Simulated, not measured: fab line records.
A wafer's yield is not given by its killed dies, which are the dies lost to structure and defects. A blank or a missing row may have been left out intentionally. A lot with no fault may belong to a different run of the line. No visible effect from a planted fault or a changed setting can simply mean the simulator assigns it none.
Which tool did it?    flow sky130    Sampling: 12 lots, 36 wafers, 5 of 708 route steps

WHAT EACH GAUGE READ, for each wafer
SKY_FIELD_ISO_CD_MEAS_13 targets a cd of 150 nm. Usual: cd nm reads 149.8 nm (standard deviation 1.8).
lot   measured     on         cd nm (nm)         flag
L233  day 2 06:25  cd sem-02  149.0 149.7 150.5  
L235  day 2 14:25  cd sem-02  152.2 151.7 152.5  
L239  day 3 10:59  cd sem-01  153.2 152.3 152.7  
L240  day 3 17:40  cd sem-02  150.5 150.8 149.7  
L241  day 3 21:38  cd sem-02  146.0 146.4 147.5  
L242  day 4 03:40  cd sem-01  147.9 150.3 148.3  
L245  day 4 18:53  cd sem-02  149.5 150.3 150.1  
L246  day 5 00:39  cd sem-02  152.0 151.8 149.6  
L251  day 6 03:02  cd sem-01  149.1 148.8 149.0  
L252  day 6 06:38  cd sem-01  148.5 149.0 148.6  
L253  day 6 13:07  cd sem-01  149.4 147.7 149.5  
L254  day 6 19:19  cd sem-02  148.4 147.4 147.6  

SKY_VT_ADJUST_LVTN_TW_MEAS_10. Usual: VT_ADJUST_LVTN_TW gives 241.7 (standard deviation 2).
lot   measured      on             VT_ADJUST_LVTN_TW  flag
L233  day 7 01:11   film metro-03  243.7 243.0 243.1  
L235  day 7 09:08   film metro-04  241.9 241.0 241.3  
L239  day 8 11:46   film metro-03  243.9 243.1 243.2  
L240  day 8 18:53   film metro-01  238.4 239.4 238.1  
L241  day 9 01:34   film metro-01  239.4 239.0 238.8  
L242  day 9 08:23   film metro-01  238.0 238.8 239.5  
L245  day 10 03:19  film metro-03  244.1 244.9 243.4  
L246  day 10 08:49  film metro-03  244.6 245.0 244.7  
L251  day 11 20:34  film metro-04  241.4 242.9 242.7  
L252  day 12 05:19  film metro-03  241.6 242.2 243.0  
L253  day 12 11:50  film metro-03  242.6 243.2 242.3  
L254  day 12 14:23  film metro-04  240.8 241.7 239.5  

SKY_VT_ADJUST_LVTN_TW_MEAS_21. Usual: VT_ADJUST_LVTN_2_TW gives 187.4 (standard deviation 2).
lot   measured      on             VT_ADJUST_LVTN_2_TW  flag
L233  day 7 20:49   film metro-03  190.4 189.9 189.6    
L235  day 8 05:31   film metro-03  189.1 189.4 189.3    
L239  day 9 09:01   film metro-01  185.4 185.3 186.3    
L240  day 9 16:41   film metro-03  186.9 189.5 188.0    
L241  day 9 23:34   film metro-03  189.5 189.5 189.3    
L242  day 10 06:08  film metro-03  189.7 190.5 190.0    
L245  day 11 01:16  film metro-03  223.9 223.7 223.0    OFF
L246  day 11 06:05  film metro-01  220.7 220.7 221.5    OFF
L251  day 12 20:55  film metro-04  187.3 187.0 186.3    
L252  day 13 06:46  film metro-04  189.5 190.2 190.2    
L253  day 13 13:26  film metro-03  188.6 188.9 188.7    
L254  day 13 15:59  film metro-04  189.9 189.2 189.4    

WHAT TOOL EACH LOT RAN ON (gives the tool, then ch and the chambers of the sampled wafers, and finally the start)
lot   SKY_FIELD_ISO_STRIP_16               SKY_VT_ADJUST_LVTN_IMPLANT_19
L233  plasma asher-02 ch 0, day 2 06:37    implanter-01 ch 0, day 7 20:35
L235  plasma asher-04 ch 0,1, day 2 14:37  implanter-03 ch 0, day 8 05:17
L239  plasma asher-01 ch 0,1, day 3 11:13  implanter-01 ch 0, day 9 08:46
L240  plasma asher-02 ch 0,1, day 3 17:53  implanter-03 ch 0, day 9 16:28
L241  plasma asher-04 ch 0,1, day 3 21:52  implanter-02 ch 0, day 9 23:19
L242  plasma asher-01 ch 1, day 4 03:52    implanter-01 ch 0, day 10 05:53
L245  plasma asher-04 ch 0,1, day 4 19:06  implanter-01 ch 0, day 11 01:01
L246  plasma asher-04 ch 0,1, day 5 00:51  implanter-01 ch 0, day 11 05:50
L251  plasma asher-02 ch 0,1, day 6 03:16  implanter-03 ch 0, day 12 20:40
L252  plasma asher-01 ch 0,1, day 6 06:52  implanter-02 ch 0, day 13 06:31
L253  plasma asher-02 ch 0,1, day 6 13:20  implanter-03 ch 0, day 13 13:12
L254  plasma asher-02 ch 0,1, day 6 19:32  implanter-02 ch 0, day 13 15:46
- SKY_FIELD_ISO_STRIP_16: strips in O2/N2.
- SKY_VT_ADJUST_LVTN_IMPLANT_19

AS READ BY THE TOOLS THEMSELVES (means over the sampled wafers that have a number; for cases with no such wafer, the mark the record gives instead)
SKY_FIELD_ISO_STRIP_16. Usual: drypump motor current A 5.8 A, standard deviation 0.37; oes product au 0.378 a.u., standard deviation 0.0049; strip time to endpoint s 3.544 s, standard deviation 0.026.
lot   tool             drypump motor current A (A)  oes product au (a.u.)  strip time to endpoint s (s)  flag
L233  plasma asher-02  6.1                          0.376                  3.538                         
L235  plasma asher-04  6.1                          0.375                  3.522                         
L239  plasma asher-01  5.6                          0.380                  3.549                         
L240  plasma asher-02  5.8                          0.379                  3.565                         
L241  plasma asher-04  6.2                          0.380                  3.550                         
L242  plasma asher-01  5.9                          0.379                  3.541                         
L245  plasma asher-04  6.1                          0.381                  3.540                         
L246  plasma asher-04  6.1                          0.375                  3.522                         
L251  plasma asher-02  5.8                          0.380                  3.556                         
L252  plasma asher-01  5.6                          0.371                  3.522                         
L253  plasma asher-02  5.8                          0.375                  3.526                         
L254  plasma asher-02  5.8                          0.375                  3.531                         

SKY_VT_ADJUST_LVTN_IMPLANT_19. Usual: dose ions cm2 6.499e+11, standard deviation 6.7e+08; faraday current uA 3.67, standard deviation 0.079.
lot   tool          dose ions cm2  faraday current uA  flag
L233  implanter-01  6.493e+11      3.75                
L235  implanter-03  6.494e+11      3.66                
L239  implanter-01  6.506e+11      3.70                
L240  implanter-03  6.499e+11      3.70                
L241  implanter-02  6.496e+11      3.66                
L242  implanter-01  6.495e+11      3.66                
L245  implanter-01  1.202e+12      6.77                OFF
L246  implanter-01  1.202e+12      6.93                OFF
L251  implanter-03  6.497e+11      3.59                
L252  implanter-02  6.499e+11      3.65                
L253  implanter-03  6.498e+11      3.71                
L254  implanter-02  6.498e+11      3.77                

THE ANSWER, worked out from the rows above alone
Rule: lot off if the mean of its wafers having a number is beyond 3 standard deviations from the usual mean. Also off: a lot with no number at a reading for which 4 or more lots have one. The other lots that the step has rows for count as sound. After the gauges, taken in route order, come the tools' own readings; for these a lot's mean is taken, as printed above. At the first step where some lot is off, the reading lying furthest off is the one used; lots without a number count as furthest.
Off: L245, L246, at SKY_VT_ADJUST_LVTN_TW_MEAS_21 (VT_ADJUST_LVTN_2_TW).
If a tool, at a process step before that reading, ran all the lots that are off and no sound lot after the first of them, it fits. Not tried: the gauges at SKY_VT_ADJUST_LVTN_TW_MEAS_21; whatever is off there is also off at SKY_VT_ADJUST_LVTN_IMPLANT_19, on other tools, and gauge error can't account for it. Can't be told from this: 2 tools fit, plasma asher-04 at SKY_FIELD_ISO_STRIP_16, implanter-01 at SKY_VT_ADJUST_LVTN_IMPLANT_19.

WHAT THE SIMULATOR PUT IN
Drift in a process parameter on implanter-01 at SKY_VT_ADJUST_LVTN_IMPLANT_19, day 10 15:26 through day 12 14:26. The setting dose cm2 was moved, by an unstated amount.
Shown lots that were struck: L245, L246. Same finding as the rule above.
